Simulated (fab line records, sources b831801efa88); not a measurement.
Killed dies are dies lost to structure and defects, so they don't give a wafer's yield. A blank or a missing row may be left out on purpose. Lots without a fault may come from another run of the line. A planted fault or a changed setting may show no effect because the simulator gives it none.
fab line records | flow sky130
record lots=6 wafers=18 last_day=50
route steps=708 shown VT_ADJUST_PCH@151 SONOS_TUNNEL@154 SONOS_ONO@168 GATE_OXIDE@187 PAD_OPEN@708
lots that met no fault: from a run of the same line without faults
start_h: hours from the record's first day to the start of the lot's first wafer shown | wait_h: hours since the lot's step before | " the same as in the row above | L1.1+2: a row that stands for several wafers | - no value, or no start given | * or withheld: withheld | < > ~ a bound
route shown NAME@n: a module of which the file shows steps, and the number in the route of the first | usual: mean/standard deviation of fault-free wafers | same: alike in all rows | chamber/n: place in a boat | sites: the reading at each site | _std_site: their standard deviation | _edge_site: outer sites' mean less inner sites' | radius_mm: how far each site lies from the wafer's centre | mask NAME#n: copy n | behind: the tool/chamber that last shaped the wafer | hold: why the lot was held/for how many hours/how that ended | device: the transistor (n, p or np) that didn't switch | end of line: the same wafers' tests at the end of the route | a step without rows: its recipe alone | killed: dies lost to structure and defects at the first sort, not the wafer's yield | map: a wafer's dies, x killed, . not, _ none there
set.NAME: the setting as run; set.NAME@STEP: as run at that earlier step | model.NAME: the simulator's own value behind a step, which no gauge read
lots at some steps of the route; a table a step, a row a wafer
services: from which hour (start_h, from the record's first day; less than 0 if before it) a tool's chamber was out of use, for how many hours, and why
## steps
# step SKY_VT_ADJUST_PCH_IMPLANT_08
# recipe species=B energy_kev=10 dose_cm2=5e+11 tilt_deg=withheld
# step SKY_VT_ADJUST_PCH_STRIP_09
# recipe chemistry=O2/N2 power_w=1400 pressure_mtorr=1500 platen_temp_c=withheld o2_flow_sccm=3000 n2_flow_sccm=300 overash_fraction=0.5
# usual chamber_pressure_mTorr=1500.2/1.4 drypump_motor_current_A=5.4/0.34 oes_product_au=0.723/0.0044 strip_time_to_endpoint_s=36.98/0.12
# columns lot.wafer tool chamber start_h wait_h chamber_pressure_mTorr drypump_motor_current_A oes_product_au rf_hours_counter_h strip_time_to_endpoint_s
L634.1 plasma_asher-03 0 281.84 0.1 1500.1 4.8 0.725 61 36.87
L634.2 " 1 " " 1499.1 5.8 0.721 61 36.78
L634.6 " 1 " " 1499.2 5.9 0.725 - 36.80
L635.1 plasma_asher-02 1 293.89 0.1 1500.7 5.5 0.724 47 36.79
L635.2 " 0 " " 1499.8 5.9 0.722 47 36.77
L635.3 " 0 " " 1499.1 5.9 0.720 - 36.74
L639.1 plasma_asher-01 0 326.94 0.1 1499.9 5.3 0.716 63 37.08
L639.3 " 1 " " 1499.9 5.3 0.725 - 37.16
L639.4 " 0 " " 1501.6 5.2 0.717 - 37.15
L644.1 plasma_asher-01 0 373.94 0.1 1499.7 5.3 0.724 68 37.07
L644.4 " 0 " " 1500.9 5.2 0.722 - 37.09
L644.5 " 1 " " 1501.5 5.4 0.725 - 37.10
L646.1 plasma_asher-01 0 385.84 0.1 1499.5 5.2 0.716 69 37.27
L646.3 " 0 " " 1500.7 5.2 0.716 - 37.14
L646.5 " 0 " " 1501.8 5.3 0.728 - 37.19
L649.1 plasma_asher-01 0 408.49 0.1 1501.5 5.2 0.726 71 36.88
L649.3 " 1 " " 1502.0 5.3 0.727 - 36.89
L649.4 " 0 " " 1498.7 5.2 0.718 - 36.88
# step SKY_VT_ADJUST_PCH_TW_MEAS_10
# usual VT_ADJUST_PCH_TW=143.1/0.65
# columns lot.wafer tool chamber start_h wait_h VT_ADJUST_PCH_TW
L634.1 film_metro-04 - 281.94 0.1 143.9
L634.2 " - " " 144.7
L634.6 " - " " 144.5
L635.1 film_metro-04 - 293.99 0.1 142.8
L635.2 " - " " 142.9
L635.3 " - " " 142.9
L639.1 film_metro-04 - 327.04 0.1 142.8
L639.3 " - " " 143.0
L639.4 " - " " 142.5
L644.1 film_metro-01 - 374.04 0.1 143.7
L644.4 " - " " 143.2
L644.5 " - " " 143.1
L646.1 film_metro-01 - 385.94 0.1 143.4
L646.3 " - " " 143.2
L646.5 " - " " 142.7
L649.1 film_metro-04 - 408.59 0.1 142.2
L649.3 " - " " 142.7
L649.4 " - " " 142.1
# step SKY_SONOS_TUNNEL_DEHYDRATE_00
# recipe temp_c=200 time_s=60
# step SKY_SONOS_TUNNEL_HMDS_01
# recipe prime_time_s=60 prime_temp_c=120
# step SKY_SONOS_TUNNEL_COAT_02
# recipe resist=NOVOLAK spin_rpm=3000 resist_thk_nm=1140
# step SKY_SONOS_TUNNEL_SOFTBAKE_03
# recipe temp_c=90 time_s=60 resist=NOVOLAK
# step SKY_SONOS_TUNNEL_EXPOSE_04
# recipe mask_id=TUNM na=0.6 source_shape=conventional sigma_outer=0.6 polarization=unpolarized target_cd_nm=410 dose_mj=136
# step SKY_SONOS_TUNNEL_PEB_05
# recipe temp_c=withheld time_s=* resist=NOVOLAK
# step SKY_SONOS_TUNNEL_DEVELOP_06
# recipe resist=NOVOLAK developer=TMAH develop_time_s=60 dev_temp_c=23
# step SKY_SONOS_TUNNEL_CD_MEAS_07
# recipe target_cd_nm=410
# usual cd_nm=409.1/2.3
# columns lot.wafer tool chamber start_h wait_h cd_nm
L634.1 cd_sem-01 - 306.70 0.1 406.7
L634.2 " - " " 406.7
L634.6 " - " " 407.3
L635.1 cd_sem-01 - 319.65 0.1 410.8
L635.2 " - " " 411.0
L635.3 " - " " 411.6
L639.1 cd_sem-01 - 353.35 0.1 407.4
L639.3 " - " " 407.3
L639.4 " - " " 406.6
L644.1 cd_sem-02 - 403.56 0.1 409.7
L644.4 " - " " 410.0
L644.5 " - " " 409.0
L646.1 cd_sem-01 - 415.65 0.1 405.0
L646.3 " - " " 407.2
L646.5 " - " " 407.4
L649.1 cd_sem-02 - 440.75 0.1 409.5
L649.3 " - " " 411.7
L649.4 " - " " 409.5
# step SKY_SONOS_TUNNEL_OVL_MEAS_08
# usual SONOS_TUNNEL_OVL=-0.1/1.4
# columns lot.wafer tool chamber start_h wait_h SONOS_TUNNEL_OVL[nm]
L634.1 overlay-01 - 306.82 0.1 -1.7
L634.2 " - " " -3.3
L634.6 " - " " -1.8
L635.1 overlay-01 - 319.77 0.1 -0.6
L635.2 " - " " -0.6
L635.3 " - " " -1.9
L639.1 overlay-02 - 353.47 0.1 -2.2
L639.3 " - " " 1.1
L639.4 " - " " -2.3
L644.1 overlay-02 - 403.68 0.1 1.0
L644.4 " - " " 1.9
L644.5 " - " " -0.5
L646.1 overlay-02 - 415.77 0.1 1.1
L646.3 " - " " 1.1
L646.5 " - " " 1.5
L649.1 overlay-02 - 440.87 0.1 -0.5
L649.3 " - " " 0.6
L649.4 " - " " -2.4
# step SKY_SONOS_TUNNEL_IMPLANT_09
# recipe species=B energy_kev=20 dose_cm2=1e+12 tilt_deg=withheld
# usual beam_energy_keV=20.001/0.0064 end_station_pressure_torr=4.98e-06/2.5e-07
# columns lot.wafer tool chamber start_h wait_h beam_energy_keV end_station_pressure_torr
L634.1 implanter-03 0 306.86 0.0 20.005 4.61e-06
L634.2 " 0 " " 19.998 5.37e-06
L634.6 " 0 " " 20.000 4.72e-06
L635.1 implanter-03 0 319.81 0.0 20.000 5.06e-06
L635.2 " 0 " " 20.001 5.29e-06
L635.3 " 0 " " 20.004 4.72e-06
L639.1 implanter-02 0 353.51 0.0 20.000 4.96e-06
L639.3 " 0 " " 20.001 4.39e-06
L639.4 " 0 " " 20.008 4.4e-06
L644.1 implanter-03 0 403.72 0.0 19.996 4.72e-06
L644.4 " 0 " " 19.997 5.17e-06
L644.5 " 0 " " 19.990 4.77e-06
L646.1 implanter-02 0 415.81 0.0 20.001 4.82e-06
L646.3 " 0 " " 19.998 5.08e-06
L646.5 " 0 " " 20.001 5.59e-06
L649.1 implanter-02 0 440.91 0.0 20.009 5.47e-06
L649.3 " 0 " " 20.000 4.89e-06
L649.4 " 0 " " 19.998 4.47e-06
# step SKY_SONOS_TUNNEL_WET_ETCH_10
# recipe chemistry=dHF target_depth_nm=14 target=SiO2 dilution=100:1 temp_c=25 time_s=280
# step SKY_SONOS_TUNNEL_STRIP_11
# recipe chemistry=SPM time_s=600 temp_c=130
# step SKY_SONOS_TUNNEL_TW_MEAS_12
# usual SONOS_TUNNEL_TW=197.7/1.3
# columns lot.wafer tool chamber start_h wait_h SONOS_TUNNEL_TW
L634.1 film_metro-04 - 307.27 0.0 194.5
L634.2 " - " " 194.1
L634.6 " - " " 194.9
L635.1 film_metro-04 - 320.40 0.0 194.8
L635.2 " - " " 194.6
L635.3 " - " " 195.2
L639.1 film_metro-04 - 354.18 0.0 197.4
L639.3 " - " " 197.5
L639.4 " - " " 196.8
L644.1 film_metro-03 - 404.14 0.0 200.0
L644.4 " - " " 200.8
L644.5 " - " " 200.1
L646.1 film_metro-03 - 416.24 0.0 198.2
L646.3 " - " " 199.9
L646.5 " - " " 198.2
L649.1 film_metro-02 - 441.33 0.0 196.4
L649.3 " - " " 194.6
L649.4 " - " " 196.3
# step SKY_SONOS_TUNNEL_CLEAN_13
# recipe chemistry=dHF time_s=20 dilution=100:1 dry=ipa_marangoni
# step SKY_SONOS_ONO_OXIDATION_00
# recipe temp_c=800 ambient=O2 idle_temp_c=700 ramp_up_c_per_min=10 ramp_down_c_per_min=3 stabilise_s=600 purge_s=300 target_thk_a=26 ox_time_s=1249
# step SKY_SONOS_ONO_THK_MEAS_01
# recipe reads=SiO2_of_SONOS_ONO_OXIDATION_00
# usual SONOS_ONO_OXIDATION_THK=2.61/0.053
# columns lot.wafer tool chamber start_h wait_h SONOS_ONO_OXIDATION_THK[nm]
L634.1 film_metro-02 - 310.09 0.0 2.60
L634.2 " - " " 2.59
L634.6 " - " " 2.59
L635.1 film_metro-02 - 323.41 0.0 2.70
L635.2 " - " " 2.68
L635.3 " - " " 2.68
L639.1 film_metro-01 - 355.90 0.0 2.59
L639.3 " - " " 2.60
L639.4 " - " " 2.63
L644.1 film_metro-01 - 405.56 0.0 2.66
L644.4 " - " " 2.75
L644.5 " - " " 2.72
L646.1 film_metro-01 - 420.09 0.0 2.57
L646.3 " - " " 2.65
L646.5 " - " " 2.74
L649.1 film_metro-02 - 444.15 0.0 2.55
L649.3 " - " " 2.61
L649.4 " - " " 2.59
# step SKY_SONOS_ONO_CVD_02
# recipe material=Si3N4 precursor=DCS/NH3 target_thk_nm=10.5 temp_c=770 time_s=180 pressure_mtorr=250
# step SKY_SONOS_ONO_THK_MEAS_03
# recipe reads=Si3N4_of_SONOS_ONO_CVD_02
# usual SONOS_ONO_CVD_02_THK=10.53/0.13
# columns lot.wafer tool chamber start_h wait_h SONOS_ONO_CVD_02_THK[nm]
L634.1 film_metro-03 - 312.56 0.0 10.68
L634.2 " - " " 10.79
L634.6 " - " " 10.72
L635.1 film_metro-02 - 327.15 0.0 10.52
L635.2 " - " " 10.62
L635.3 " - " " 10.56
L639.1 film_metro-02 - 357.01 0.0 10.44
L639.3 " - " " 10.58
L639.4 " - " " 10.61
L644.1 film_metro-03 - 406.67 0.0 10.52
L644.4 " - " " 10.63
L644.5 " - " " 10.51
L646.1 film_metro-02 - 422.80 0.0 10.33
L646.3 " - " " 10.45
L646.5 " - " " 10.43
L649.1 film_metro-03 - 446.61 0.0 10.50
L649.3 " - " " 10.49
L649.4 " - " " 10.42
# step SKY_SONOS_ONO_CVD_04
# recipe material=SiO2 precursor=SiH4/N2O target_thk_nm=5.7199 temp_c=900 pressure_mtorr=400
# step SKY_SONOS_ONO_THK_MEAS_05
# recipe reads=SiO2_of_SONOS_ONO_CVD_04
# usual SONOS_ONO_CVD_04_THK=5.64/0.11
# columns lot.wafer tool chamber start_h wait_h SONOS_ONO_CVD_04_THK[nm]
L634.1 film_metro-02 - 313.87 0.0 5.65
L634.2 " - " " 5.57
L634.6 " - " " 5.56
L635.1 film_metro-02 - 329.09 0.0 5.67
L635.2 " - " " 5.57
L635.3 " - " " 5.56
L639.1 film_metro-02 - 358.32 0.0 5.62
L639.3 " - " " 5.76
L639.4 " - " " 5.65
L644.1 film_metro-02 - 407.98 0.0 5.77
L644.4 " - " " 5.87
L644.5 " - " " 5.82
L646.1 film_metro-02 - 424.11 0.0 5.57
L646.3 " - " " 5.62
L646.5 " - " " 5.51
L649.1 film_metro-03 - 447.92 0.0 5.86
L649.3 " - " " 5.84
L649.4 " - " " 5.82
# step SKY_SONOS_ONO_DEHYDRATE_06
# recipe temp_c=200 time_s=60
# step SKY_SONOS_ONO_HMDS_07
# recipe prime_time_s=60 prime_temp_c=120
# step SKY_SONOS_ONO_COAT_08
# recipe resist=NOVOLAK spin_rpm=3000 resist_thk_nm=1140
# step SKY_SONOS_ONO_SOFTBAKE_09
# recipe temp_c=90 time_s=60 resist=NOVOLAK
# step SKY_SONOS_ONO_EXPOSE_10
# recipe mask_id=ONOM target_cd_nm=410 na=0.6 source_shape=conventional sigma_outer=0.6 dose_mj=150
# step SKY_SONOS_ONO_PEB_11
# recipe temp_c=withheld time_s=* resist=NOVOLAK
# step SKY_SONOS_ONO_DEVELOP_12
# recipe develop_time_s=60 dev_temp_c=23
# step SKY_SONOS_ONO_CD_MEAS_13
# recipe target_cd_nm=410
# usual cd_nm=409.6/2.2
# columns lot.wafer tool chamber start_h wait_h cd_nm
L634.1 cd_sem-01 - 340.40 0.1 408.2
L634.2 " - " " 405.8
L634.6 " - " " 409.1
L635.1 cd_sem-01 - 355.01 0.1 412.5
L635.2 " - " " 409.4
L635.3 " - " " 411.8
L639.1 cd_sem-01 - 386.71 0.1 412.1
L639.3 " - " " 411.8
L639.4 " - " " 412.1
L644.1 cd_sem-01 - 440.51 0.1 412.0
L644.4 " - " " 411.4
L644.5 " - " " 412.2
L646.1 cd_sem-02 - 452.52 0.1 407.5
L646.3 " - " " 407.5
L646.5 " - " " 406.7
L649.1 cd_sem-02 - 478.31 0.1 410.6
L649.3 " - " " 412.7
L649.4 " - " " 411.5
# step SKY_SONOS_ONO_OVL_MEAS_14
# usual SONOS_ONO_OVL=0.1/1.5
# columns lot.wafer tool chamber start_h wait_h SONOS_ONO_OVL[nm]
L634.1 overlay-01 - 340.52 0.1 1.5
L634.2 " - " " 1.5
L634.6 " - " " 2.4
L635.1 overlay-01 - 355.13 0.1 -1.1
L635.2 " - " " -2.0
L635.3 " - " " -2.8
L639.1 overlay-01 - 386.83 0.1 2.7
L639.3 " - " " 0.1
L639.4 " - " " 2.0
L644.1 overlay-01 - 440.63 0.1 -0.6
L644.4 " - " " 1.5
L644.5 " - " " -2.9
L646.1 overlay-01 - 452.64 0.1 1.7
L646.3 " - " " 1.5
L646.5 " - " " 2.3
L649.1 overlay-02 - 478.43 0.1 0.9
L649.3 " - " " 0.7
L649.4 " - " " 1.0
# step SKY_SONOS_ONO_ETCH_15
# recipe target_depth_nm=19.52 chemistry=CHF3/O2 source_w=600 bias_w=200 pressure_mtorr=40 chf3_flow_sccm=50 O2_flow_sccm=5 time_s=7.8
# usual chamber_pressure_mTorr=40.00/0.035 chf3_flow_sccm=50.03/0.17 drypump_motor_current_A=5.6/0.5 oes_product_au=0.998/0.012 rf_fwd_power_W=588.1/2.6 throttle_valve_pct=8.824/0.0088
# columns lot.wafer tool chamber start_h wait_h chamber_pressure_mTorr chf3_flow_sccm drypump_motor_current_A oes_product_au rf_fwd_power_W rf_hours_counter_h throttle_valve_pct
L634.1 rie_diel-02 3 340.56 0.0 39.90 50.28 5.8 1.021 586.5 32 8.829
L634.2 " 0 " " 40.04 50.06 5.1 0.998 586.2 53 8.836
L634.6 " 0 " " 39.98 50.03 5.1 0.990 587.7 - 8.822
L635.1 rie_diel-01 0 355.17 0.0 39.98 50.14 6.1 1.005 585.0 35 8.818
L635.2 " 3 " " 39.99 50.12 5.9 0.989 593.3 2 8.819
L635.3 " 1 " " 40.03 50.29 4.8 0.992 586.6 5 8.823
L639.1 rie_diel-03 1 386.87 0.0 39.99 49.91 5.6 1.015 589.9 25 8.837
L639.3 " 2 " " 39.93 50.07 6.4 0.989 587.0 74 8.811
L639.4 " 0 " " 40.02 50.03 5.7 0.986 586.5 104 8.822
L644.1 rie_diel-02 3 440.67 0.0 39.98 50.10 5.9 1.012 591.6 34 8.839
L644.4 " 0 " " 40.00 50.00 5.1 0.992 583.2 55 8.821
L644.5 " 1 " " 39.99 50.05 5.7 1.012 589.2 - 8.829
L646.1 rie_diel-03 2 452.68 0.0 40.03 49.94 6.3 0.984 585.5 75 8.824
L646.3 " 1 " " 40.00 50.08 5.6 1.008 588.7 26 8.818
L646.5 " 1 " " 39.95 49.87 5.6 1.016 587.7 - 8.815
L649.1 rie_diel-03 3 478.47 0.0 39.97 50.04 5.4 0.981 586.7 12 8.815
L649.3 " 0 " " 39.98 49.90 5.7 0.983 587.7 1 8.819
L649.4 " 2 " " 39.99 50.25 6.4 0.979 592.7 75 8.814
# step SKY_SONOS_ONO_WET_ETCH_16
# recipe chemistry=dHF target_depth_nm=14 dry=n2_spin target=SiO2 dilution=100:1 temp_c=25 time_s=280
# step SKY_SONOS_ONO_STRIP_17
# recipe chemistry=O2/N2 power_w=1400 pressure_mtorr=1500 platen_temp_c=withheld o2_flow_sccm=3000 n2_flow_sccm=300 overash_fraction=0.5
# usual chamber_pressure_mTorr=1500.3/1.4 drypump_motor_current_A=5.50/0.17 oes_product_au=0.710/0.0048 strip_time_to_endpoint_s=14.12/0.049
# columns lot.wafer tool chamber start_h wait_h chamber_pressure_mTorr drypump_motor_current_A oes_product_au rf_hours_counter_h strip_time_to_endpoint_s
L634.1 plasma_asher-04 1 340.67 0.0 1500.2 5.44 0.712 22 14.09
L634.2 " 0 " " 1501.2 5.62 0.718 22 14.06
L634.6 " 0 " " 1499.4 5.57 0.714 - 14.09
L635.1 plasma_asher-01 0 355.28 0.0 1498.9 5.23 0.706 66 14.15
L635.2 " 1 " " 1499.3 5.31 0.700 66 14.17
L635.3 " 0 " " 1501.0 5.24 0.712 - 14.17
L639.1 plasma_asher-04 1 386.97 0.0 1502.8 5.42 0.710 27 14.07
L639.3 " 1 " " 1499.4 5.42 0.712 - 14.10
L639.4 " 0 " " 1501.4 5.60 0.707 - 14.09
L644.1 plasma_asher-02 0 440.78 0.0 1498.9 5.82 0.710 61 14.15
L644.4 " 0 " " 1498.8 5.82 0.713 - 14.14
L644.5 " 1 " " 1499.5 5.56 0.711 - 14.12
L646.1 plasma_asher-04 1 452.79 0.0 1500.1 5.40 0.712 34 14.15
L646.3 " 1 " " 1501.4 5.42 0.711 - 14.10
L646.5 " 1 " " 1500.1 5.42 0.707 - 14.02
L649.1 plasma_asher-02 0 478.59 0.0 1500.0 5.88 0.718 65 14.14
L649.3 " 0 " " 1499.3 5.88 0.714 - 14.12
L649.4 " 1 " " 1498.9 5.54 0.705 - 14.13
# step SKY_SONOS_ONO_WET_ETCH_18
# recipe chemistry=H3PO4 target_depth_nm=15 target=Si3N4 temp_c=160 time_s=172
# step SKY_GATE_OXIDE_CLEAN_00
# recipe chemistry=SC1/SC2 mix=1:4:20 temp_c=70 time_s=150 dry=n2_spin
# step SKY_GATE_OXIDE_OXIDATION_01
# recipe temp_c=900 ambient=O2 stabilise_s=600 purge_s=300 target_thk_a=102.68 ox_time_s=1473
# step SKY_GATE_OXIDE_THK_MEAS_02
# recipe reads=SiO2_of_GATE_OXIDE_OXIDATION_01
# usual GATE_OXIDE_OXIDATION_00_THK=10.30/0.17
# columns lot.wafer tool chamber start_h wait_h GATE_OXIDE_OXIDATION_00_THK[nm]
L634.1 film_metro-04 - 342.72 0.0 10.41
L634.2 " - " " 10.21
L634.6 " - " " 10.35
L635.1 film_metro-01 - 358.20 0.0 10.22
L635.2 " - " " 10.33
L635.3 " - " " 10.30
L639.1 film_metro-02 - 389.96 0.0 10.37
L639.3 " - " " 10.17
L639.4 " - " " 10.22
L644.1 film_metro-02 - 443.09 0.0 10.49
L644.4 " - " " 10.57
L644.5 " - " " 10.31
L646.1 film_metro-02 - 457.14 0.0 10.52
L646.3 " - " " 10.48
L646.5 " - " " 10.37
L649.1 film_metro-01 - 480.28 0.0 10.35
L649.3 " - " " 10.50
L649.4 " - " " 10.53
# step SKY_GATE_OXIDE_DEHYDRATE_03
# recipe temp_c=200 time_s=60
# step SKY_GATE_OXIDE_HMDS_04
# recipe prime_time_s=60 prime_temp_c=120
# step SKY_GATE_OXIDE_COAT_05
# recipe resist=NOVOLAK spin_rpm=3000 resist_thk_nm=1140
# step SKY_PAD_OPEN_PROBE_99
# usual killed_at_M0_to_M3=42/6.3 killed_at_M4_up=3.2/1.9 killed_at_contacts=24/5.8 killed_at_front_end=15/4.3 killed_at_other=0.2/0.62 killed_dies=85/9.3 killed_open=46/6.8 killed_short=38/6.1
# same gross_dies=492 killed_at_back_side=0
# columns lot.wafer tool chamber start_h wait_h killed_at_M0_to_M3 killed_at_M4_up killed_at_contacts killed_at_front_end killed_at_other killed_dies killed_open killed_short model.etest.tip_sonos.rs_ohm_sq_range
L634.1 prober-02 - 1112.86 0.1 46 5 17 13 0 81 45 33 94.15
L634.2 prober-02 - 1112.91 0.1 55 1 24 12 0 92 58 32 130.7
L634.6 prober-02 - 1113.11 0.2 44 5 20 13 0 82 50 32 96.78
L635.1 prober-01 - 1120.93 0.1 47 2 29 10 1 89 50 39 87.8
L635.2 prober-01 - 1120.98 0.1 45 2 18 19 1 85 49 36 98.53
L635.3 prober-01 - 1121.03 0.2 45 2 19 18 0 84 56 28 104.9
L639.1 prober-01 - 1146.38 0.1 40 5 18 22 0 85 45 39 27.28
L639.3 prober-01 - 1146.48 0.2 44 1 28 15 1 89 59 30 39.82
L639.4 prober-01 - 1146.53 0.2 46 1 22 17 0 86 50 36 52.26
L644.1 prober-01 - 1179.69 0.1 36 3 24 14 0 77 42 35 40.03
L644.4 prober-01 - 1179.84 0.2 47 5 23 20 0 95 43 52 28.63
L644.5 prober-01 - 1179.89 0.2 43 3 24 10 0 80 47 33 44.84
L646.1 prober-02 - 1185.08 0.1 43 1 31 17 4 96 59 35 58.18
L646.3 prober-02 - 1185.18 0.2 47 2 17 15 1 82 38 44 36.83
L646.5 prober-02 - 1185.28 0.2 41 2 23 15 0 81 46 35 47.26
L649.1 prober-01 - 1193.52 0.1 49 3 21 27 1 101 56 43 30.34
L649.3 prober-01 - 1193.62 0.2 42 3 36 13 0 94 55 37 41.74
L649.4 prober-01 - 1193.67 0.2 31 3 20 17 0 71 35 36 41.05
# killed by level:class
L634.1 VIA2:geometric_particle:open=10 VIA1:geometric_particle:open=8 CONTACT:geometric_particle:open=7 METAL1:geometric_particle:short=7 VIA3:geometric_particle:open=7 CONTACT:geometric_particle:short=5 POLY_GATE:geometric_particle:open=4 LI_CONTACT:geometric_particle:open=4
L634.2 VIA1:geometric_particle:open=13 VIA3:geometric_particle:open=9 CONTACT:geometric_particle:open=9 LI_CONTACT:geometric_particle:open=8 VIA2:geometric_particle:open=8 METAL1:geometric_particle:short=7 FIELD_ISO:geometric_particle:open=6 METAL2:geometric_particle:short=5
L634.6 VIA1:geometric_particle:open=13 LI_CONTACT:geometric_particle:open=7 CONTACT:geometric_particle:open=6 METAL1:geometric_particle:short=6 VIA1:geometric_particle:short=6 LOCAL_INTERCONNECT:geometric_particle:short=5 VIA3:geometric_particle:open=5 VIA2:geometric_particle:open=5
L635.1 CONTACT:geometric_particle:open=15 METAL1:geometric_particle:short=13 VIA1:geometric_particle:open=10 LI_CONTACT:geometric_particle:open=6 VIA2:geometric_particle:open=5 VIA3:geometric_particle:open=5 CONTACT:geometric_particle:short=4 METAL2:geometric_particle:short=3
L635.2 VIA3:geometric_particle:open=10 VIA1:geometric_particle:open=8 CONTACT:geometric_particle:short=7 VIA2:geometric_particle:open=7 LI_CONTACT:geometric_particle:open=6 VIA3:geometric_particle:short=6 POLY_GATE:geometric_particle:open=5 CONTACT:geometric_particle:open=5
L635.3 VIA1:geometric_particle:open=14 CONTACT:geometric_particle:open=10 VIA2:geometric_particle:open=8 VIA3:geometric_particle:open=8 POLY_GATE:geometric_particle:open=5 METAL2:geometric_particle:short=5 LI_CONTACT:geometric_particle:open=4 FIELD_ISO:geometric_particle:open=3
L639.1 CONTACT:geometric_particle:open=12 FIELD_ISO:geometric_particle:short=9 VIA1:geometric_particle:open=9 VIA1:geometric_particle:short=8 FIELD_ISO:geometric_particle:open=4 METAL1:geometric_particle:short=4 VIA2:geometric_particle:open=4 VIA3:geometric_particle:open=4
L639.3 CONTACT:geometric_particle:open=13 LI_CONTACT:geometric_particle:open=9 VIA1:geometric_particle:open=9 VIA3:geometric_particle:open=8 VIA2:geometric_particle:open=7 FIELD_ISO:geometric_particle:open=6 VIA1:geometric_particle:short=6 VIA2:geometric_particle:short=6
L639.4 VIA1:geometric_particle:open=14 VIA2:geometric_particle:open=7 METAL1:geometric_particle:short=7 LI_CONTACT:geometric_particle:open=6 FIELD_ISO:geometric_particle:open=5 CONTACT:geometric_particle:short=5 CONTACT:geometric_particle:open=5 VIA3:geometric_particle:open=5
L644.1 CONTACT:geometric_particle:open=17 METAL2:geometric_particle:short=8 FIELD_ISO:geometric_particle:open=4 POLY_GATE:geometric_particle:open=4 VIA1:geometric_particle:open=4 METAL1:geometric_particle:short=4 VIA2:geometric_particle:open=4 METAL3:geometric_particle:short=4
L644.4 CONTACT:geometric_particle:open=10 FIELD_ISO:geometric_particle:short=9 VIA3:geometric_particle:short=9 VIA2:geometric_particle:open=8 VIA1:geometric_particle:open=7 VIA3:geometric_particle:open=6 LI_CONTACT:geometric_particle:open=4 LOCAL_INTERCONNECT:geometric_particle:short=4
L644.5 VIA1:geometric_particle:open=11 CONTACT:geometric_particle:open=10 VIA2:geometric_particle:open=10 METAL1:geometric_particle:short=6 VIA1:geometric_particle:short=6 POLY_GATE:geometric_particle:open=5 LI_CONTACT:geometric_particle:open=4 LOCAL_INTERCONNECT:geometric_particle:short=4
L646.1 CONTACT:geometric_particle:open=12 VIA1:geometric_particle:open=11 LI_CONTACT:geometric_particle:open=9 METAL2:geometric_particle:short=7 VIA3:geometric_particle:open=6 VIA2:geometric_particle:open=4 FIELD_ISO:geometric_particle:short=3 FIELD_ISO:geometric_particle:open=3
L646.3 METAL1:geometric_particle:short=10 VIA1:geometric_particle:open=8 VIA1:geometric_particle:short=7 METAL2:geometric_particle:short=7 SPACER:geometric_particle:open=6 LI_CONTACT:geometric_particle:open=5 CONTACT:geometric_particle:short=4 CONTACT:geometric_particle:open=4
L646.5 VIA2:geometric_particle:open=12 CONTACT:geometric_particle:open=8 LI_CONTACT:geometric_particle:open=7 METAL2:geometric_particle:short=7 VIA1:geometric_particle:open=6 FIELD_ISO:geometric_particle:short=5 METAL1:geometric_particle:short=5 LOCAL_INTERCONNECT:geometric_particle:short=4
L649.1 VIA1:geometric_particle:open=12 CONTACT:geometric_particle:open=11 FIELD_ISO:geometric_particle:open=7 METAL1:geometric_particle:short=7 FIELD_ISO:geometric_particle:short=5 SPACER:geometric_particle:open=5 VIA1:geometric_particle:short=5 METAL2:geometric_particle:short=5
L649.3 VIA1:geometric_particle:open=12 CONTACT:geometric_particle:open=9 LI_CONTACT:geometric_particle:open=8 LOCAL_INTERCONNECT:geometric_particle:short=7 POLY_GATE:geometric_particle:open=6 CONTACT:geometric_particle:short=6 METAL2:geometric_particle:short=6 VIA3:geometric_particle:open=6
L649.4 METAL1:geometric_particle:short=7 LI_CONTACT:geometric_particle:open=6 VIA2:geometric_particle:open=6 POLY_GATE:geometric_particle:short=5 POLY_GATE:geometric_particle:open=5 METAL2:geometric_particle:short=4 LOCAL_INTERCONNECT:geometric_particle:short=4 VIA1:geometric_particle:short=4
## services
# columns tool chamber start_h hours kind
implanter-02 - 259.48 3.7 repair
implanter-02 - 265.69 1.8 repair
rie_diel-02 1 290.29 6.0 repair
rie_diel-03 3 299.53 15.1 repair
rie_diel-03 0 319.33 1.8 repair
rie_diel-03 0 322.09 44.8 repair
rie_diel-01 - 336.17 0.4 repair
rie_diel-01 0 351.67 1.6 repair
rie_diel-02 2 365.19 2.3 repair
implanter-02 - 392.20 3.5 pm
plasma_asher-03 - 408.43 2.8 pm
rie_diel-03 0 410.68 - clean
rie_diel-03 0 410.68 19.6 scheduled_down
rie_diel-03 0 410.68 19.6 vent_cycle
plasma_asher-01 - 421.25 9.0 pm
plasma_asher-01 0 421.25 9.0 vent_cycle
plasma_asher-01 1 421.25 9.0 vent_cycle
rie_diel-03 - 426.88 0.5 repair
plasma_asher-01 0 430.25 - clean
plasma_asher-01 1 430.25 - clean
implanter-03 - 432.81 41.3 repair
implanter-02 - 447.40 4.3 pm
rie_diel-01 2 453.17 3.0 repair
rie_diel-03 - 473.66 0.7 repair
## key
first_sign step=SKY_SONOS_TUNNEL_TW_MEAS_12 reading=SONOS_TUNNEL_TW direction=down sigmas=2.2 usual=197.7 struck=194.7
effect none on later readings
model_effect step=SKY_PAD_OPEN_PROBE_99 value=etest.tip_sonos.rs_ohm_sq_range without=47.75 struck=102.1
met_at SKY_SONOS_TUNNEL_IMPLANT_09
struck_wafers L634.1,L634.2,L634.6,L635.1,L635.2,L635.3
tester_left_out L634,L635
fault kind=process_parameter_drift tool=implanter-03 chamber=- onset_h=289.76 steps=SKY_SONOS_TUNNEL_IMPLANT_09 channel=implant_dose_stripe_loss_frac offset=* shape=step end_h=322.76
# tester_left_out: of these lots the tester's yield and bins aren't shown, on N5 and GAA mostly nor the transistor test; their killed dies are dies lost to structure and defects alone, not to doping, threshold or leakage, so they don't give the yield
